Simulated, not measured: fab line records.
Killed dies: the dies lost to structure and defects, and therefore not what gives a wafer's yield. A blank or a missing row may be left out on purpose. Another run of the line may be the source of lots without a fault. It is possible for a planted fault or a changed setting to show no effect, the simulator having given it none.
Which tool is to blame? :: flow gf180mcu :: 14 lots, 42 wafers sampled, at 4 steps of a route of 602

WHAT EACH GAUGE READ, for each wafer
GF_DUAL_GATE_OVL_MEAS_11.
lot: L922
measured: day 8 10:52
on: overlay-01
DUAL_GATE_OVL (nm): -0.8 -1.5 -0.8

lot: L924
measured: day 9 05:52
on: overlay-02
DUAL_GATE_OVL (nm): 0.6 -0.8 0.1

lot: L923
measured: day 9 06:26
on: overlay-02
DUAL_GATE_OVL (nm): -4.5 -3.6 -3.8

lot: L925
measured: day 9 11:52
on: overlay-02
DUAL_GATE_OVL (nm): 0.5 -0.1 -0.2

lot: L926
measured: day 9 14:20
on: overlay-01
DUAL_GATE_OVL (nm): -0.1 -1.9 -0.4

lot: L927
measured: day 9 23:56
on: overlay-02
DUAL_GATE_OVL (nm): 0.4 0.0 -0.6

lot: L935
measured: day 11 22:38
on: overlay-01
DUAL_GATE_OVL (nm): -3.9 -3.5 -2.7

lot: L937
measured: day 12 12:23
on: overlay-01
DUAL_GATE_OVL (nm): -1.1 -1.1 -1.4

lot: L938
measured: day 12 19:32
on: overlay-02
DUAL_GATE_OVL (nm): -1.5 -1.1 -2.4

lot: L939
measured: day 12 23:29
on: overlay-02
DUAL_GATE_OVL (nm): 1.1 0.2 -0.4

lot: L940
measured: day 13 08:26
on: overlay-02
DUAL_GATE_OVL (nm): -0.8 -0.3 -2.6

lot: L942
measured: day 14 00:08
on: overlay-02
DUAL_GATE_OVL (nm): -2.4 -3.7 -1.9

lot: L944
measured: day 14 13:55
on: overlay-02
DUAL_GATE_OVL (nm): -1.6 -1.3 -1.2

lot: L945
measured: day 14 18:43
on: overlay-01
DUAL_GATE_OVL (nm): 0.1 0.4 -0.5

GF_HV_LDD_THK_MEAS_55.
lot: L922
measured: day 12 12:26
on: film_metro-01
HV_LDD_CVD_54_THK (nm): 9.98 9.92 10.02

lot: L924
measured: day 13 12:33
on: film_metro-01
HV_LDD_CVD_54_THK (nm): 10.07 10.14 10.08

lot: L923
measured: day 13 09:31
on: film_metro-01
HV_LDD_CVD_54_THK (nm): 9.98 10.06 10.02

lot: L925
measured: day 13 17:25
on: film_metro-03
HV_LDD_CVD_54_THK (nm): 10.06 10.17 10.07

lot: L926
measured: day 14 03:22
on: film_metro-01
HV_LDD_CVD_54_THK (nm): 6.18 6.29 6.34

lot: L927
measured: day 14 06:47
on: film_metro-03
HV_LDD_CVD_54_THK (nm): 6.23 6.22 6.03

lot: L935
measured: day 16 13:35
on: film_metro-03
HV_LDD_CVD_54_THK (nm): 10.09 10.00 10.07

lot: L937
measured: day 17 05:50
on: film_metro-04
HV_LDD_CVD_54_THK (nm): 9.91 9.89 9.99

lot: L938
measured: day 17 14:43
on: film_metro-03
HV_LDD_CVD_54_THK (nm): 9.87 9.87 9.83

lot: L939
measured: day 17 21:26
on: film_metro-01
HV_LDD_CVD_54_THK (nm): 9.86 9.99 9.92

lot: L940
measured: day 18 11:13
on: film_metro-01
HV_LDD_CVD_54_THK (nm): 9.88 9.92 9.77

lot: L942
measured: day 19 05:28
on: film_metro-03
HV_LDD_CVD_54_THK (nm): 9.74 9.78 9.72

lot: L944
measured: day 19 17:47
on: film_metro-01
HV_LDD_CVD_54_THK (nm): 9.93 10.01 10.06

lot: L945
measured: day 20 01:31
on: film_metro-03
HV_LDD_CVD_54_THK (nm): 10.11 10.05 10.01

GF_HV_LDD_THK_MEAS_57.
lot: L922
measured: day 12 13:56
on: film_metro-03
HV_LDD_CVD_56_THK (nm): 89.8 90.5 90.6

lot: L924
measured: day 13 14:02
on: film_metro-01
HV_LDD_CVD_56_THK (nm): 89.2 89.1 89.8

lot: L923
measured: day 13 11:01
on: film_metro-01
HV_LDD_CVD_56_THK (nm): 88.9 89.4 88.0

lot: L925
measured: day 13 19:37
on: film_metro-01
HV_LDD_CVD_56_THK (nm): 90.2 90.2 90.1

lot: L926
measured: day 14 04:52
on: film_metro-01
HV_LDD_CVD_56_THK (nm): 89.9 89.3 89.1

lot: L927
measured: day 14 08:16
on: film_metro-03
HV_LDD_CVD_56_THK (nm): 90.0 89.4 90.6

lot: L935
measured: day 16 15:04
on: film_metro-04
HV_LDD_CVD_56_THK (nm): 90.3 91.1 90.7

lot: L937
measured: day 17 07:19
on: film_metro-03
HV_LDD_CVD_56_THK (nm): 89.1 89.1 88.9

lot: L938
measured: day 17 16:13
on: film_metro-04
HV_LDD_CVD_56_THK (nm): 88.5 88.5 89.4

lot: L939
measured: day 17 23:38
on: film_metro-04
HV_LDD_CVD_56_THK (nm): 89.7 89.6 89.4

lot: L940
measured: day 18 13:25
on: film_metro-01
HV_LDD_CVD_56_THK (nm): 88.8 88.2 88.8

lot: L942
measured: day 19 06:57
on: film_metro-03
HV_LDD_CVD_56_THK (nm): 89.6 89.3 89.9

lot: L944
measured: day 19 19:16
on: film_metro-01
HV_LDD_CVD_56_THK (nm): 91.1 90.2 89.9

lot: L945
measured: day 20 03:01
on: film_metro-01
HV_LDD_CVD_56_THK (nm): 90.3 90.8 90.8

TOOL THAT RAN EACH LOT (tool first, then ch and the chambers of the sampled wafers, then the start)
lot: L922
GF_HV_LDD_CVD_54: lpcvd-02 ch 1, day 12 11:25

lot: L924
GF_HV_LDD_CVD_54: lpcvd-02 ch 1, day 13 11:01

lot: L923
GF_HV_LDD_CVD_54: lpcvd-02 ch 1, day 13 08:30

lot: L925
GF_HV_LDD_CVD_54: lpcvd-01 ch 0, day 13 16:23

lot: L926
GF_HV_LDD_CVD_54: lpcvd-02 ch 0, day 14 02:21

lot: L927
GF_HV_LDD_CVD_54: lpcvd-02 ch 1, day 14 05:46

lot: L935
GF_HV_LDD_CVD_54: lpcvd-01 ch 0, day 16 12:34

lot: L937
GF_HV_LDD_CVD_54: lpcvd-02 ch 1, day 17 04:48

lot: L938
GF_HV_LDD_CVD_54: lpcvd-02 ch 1, day 17 13:41

lot: L939
GF_HV_LDD_CVD_54: lpcvd-01 ch 0, day 17 19:55

lot: L940
GF_HV_LDD_CVD_54: lpcvd-01 ch 1, day 18 09:41

lot: L942
GF_HV_LDD_CVD_54: lpcvd-01 ch 1, day 19 04:26

lot: L944
GF_HV_LDD_CVD_54: lpcvd-02 ch 0, day 19 16:46

lot: L945
GF_HV_LDD_CVD_54: lpcvd-01 ch 1, day 20 00:30
- GF_HV_LDD_CVD_54: deposits SiO2 from TEOS, target thk 10 nm, time 75 s.

WHAT THE TOOLS THEMSELVES READ (means of the sampled wafers that have a number; where no wafer has one, the mark that the record gives instead)
The record holds no such reading with a usual standard deviation.

THE ANSWER, worked out from the rows above alone
Rule: what is usual is taken from the lots themselves. The widest of any qualifying gaps counts: lots, ordered by their means at a reading, are off when they make up no more than a third of the lots, leave a main group of 4 or more, and stand apart from it by 3 or more times the standard deviation of that group's means. A main group whose means are all the same, to the digits that the tables above print for the reading, isn't used. A lot without any number at a reading at which 4 lots or more have one is off too. Where the step has rows for the other lots, those lots are counted as sound. First the gauges in route order, then the tools' own readings, where a lot's mean is used as printed above. The first step at which some lot is off is used, and at that step the reading that is off furthest; a lot without a number counts as furthest.
Off: L926, L927, at GF_HV_LDD_THK_MEAS_55 (HV_LDD_CVD_54_THK). The main group: mean 9.97 nm, standard deviation 0.1.
A tool fits if, at a process step before that reading, it ran every lot that is off, and no sound lot after the first of them. Gauges at GF_HV_LDD_THK_MEAS_55: tried the same way as those tools. Of those tried, none fits.

WHAT THE SIMULATOR HAD PUT IN
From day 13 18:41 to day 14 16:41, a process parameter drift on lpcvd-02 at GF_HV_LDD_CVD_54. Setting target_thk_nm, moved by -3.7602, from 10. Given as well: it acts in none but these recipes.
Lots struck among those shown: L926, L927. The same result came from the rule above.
